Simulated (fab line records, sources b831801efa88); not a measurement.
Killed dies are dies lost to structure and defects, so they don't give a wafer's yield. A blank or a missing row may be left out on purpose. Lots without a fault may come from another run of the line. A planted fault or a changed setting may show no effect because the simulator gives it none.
Which tool did it? | flow sky130 | 12 lots, 36 wafers sampled, at 3 steps of a route of 708

WHAT THE GAUGES READ, wafer by wafer
SKY_METAL4_CD_MEAS_13: target cd 300 nm.
lot  | measured     | on        | cd_nm (nm)
L075 | day 42 08:01 | cd_sem-02 | 299.7 300.6 299.1
L077 | day 43 07:05 | cd_sem-01 | 301.5 300.4 302.2
L078 | day 43 15:58 | cd_sem-01 | 299.8 300.0 300.9
L081 | day 44 17:10 | cd_sem-02 | 302.0 299.2 301.0
L082 | day 45 00:41 | cd_sem-01 | 299.4 299.5 298.6
L085 | day 45 13:32 | cd_sem-02 | 303.3 301.7 301.5
L088 | day 46 10:17 | cd_sem-01 | 300.1 299.1 299.0
L090 | day 46 11:44 | cd_sem-01 | 296.1 296.4 297.1
L091 | day 46 17:16 | cd_sem-01 | 297.5 297.4 297.6
L093 | day 47 05:28 | cd_sem-01 | 299.9 301.0 301.5
L095 | day 47 12:40 | cd_sem-02 | 299.8 300.8 299.4
L097 | day 47 21:50 | cd_sem-01 | 302.0 302.1 300.9

WHICH TOOL RAN EACH LOT (tool, then ch and the chambers of the sampled wafers, then the start)
lot  | SKY_VIA2_STRIP_16                    | SKY_VIA2_CVD_21
L075 | plasma_asher-03 ch 0,1, day 36 19:41 | cvd_w-01 ch 0,1, day 36 20:22
L077 | plasma_asher-02 ch 0,1, day 37 23:42 | cvd_w-02 ch 0, day 38 00:21
L078 | plasma_asher-02 ch 0,1, day 38 09:23 | cvd_w-01 ch 0,1, day 38 10:02
L081 | plasma_asher-02 ch 0,1, day 39 12:08 | cvd_w-02 ch 0,1, day 39 12:47
L082 | plasma_asher-02 ch 0,1, day 39 22:08 | cvd_w-01 ch 0,1, day 39 22:47
L085 | plasma_asher-01 ch 0,1, day 40 12:38 | cvd_w-02 ch 0,1, day 40 13:17
L088 | plasma_asher-03 ch 0,1, day 41 10:53 | cvd_w-02 ch 0, day 41 11:32
L090 | plasma_asher-02 ch 0,1, day 41 13:28 | cvd_w-01 ch 0,1, day 41 14:08
L091 | plasma_asher-03 ch 0,1, day 41 19:10 | cvd_w-01 ch 0,1, day 41 19:50
L093 | plasma_asher-03 ch 0,1, day 42 11:28 | cvd_w-02 ch 0,1, day 42 12:08
L095 | plasma_asher-01 ch 0,1, day 42 17:47 | cvd_w-01 ch 0,1, day 42 18:26
L097 | plasma_asher-03 ch 0,1, day 43 05:56 | cvd_w-01 ch 0,1, day 43 06:35
- SKY_VIA2_STRIP_16: strips in O2/N2.
- SKY_VIA2_CVD_21: deposits W, target thk 420 nm, time 126.4 s.

THE ANSWER, worked out from the rows above alone
Rule: what is usual is taken from the lots themselves. Put in order of their means at a reading, lots are off if they are a third of the lots or fewer, leave a main group of 4 or more, and stand apart from it by a gap of 3 or more times the standard deviation of the main group's means; of several such gaps the widest counts. A main group whose means are all the same, to the digits that the tables above print for the reading, isn't used. A lot without any number at a reading at which 4 lots or more have one is off too. The other lots that the step has rows for count as sound.
No lot is off at any reading shown: from this, nothing can be told.

WHAT THE SIMULATOR HAD PUT IN
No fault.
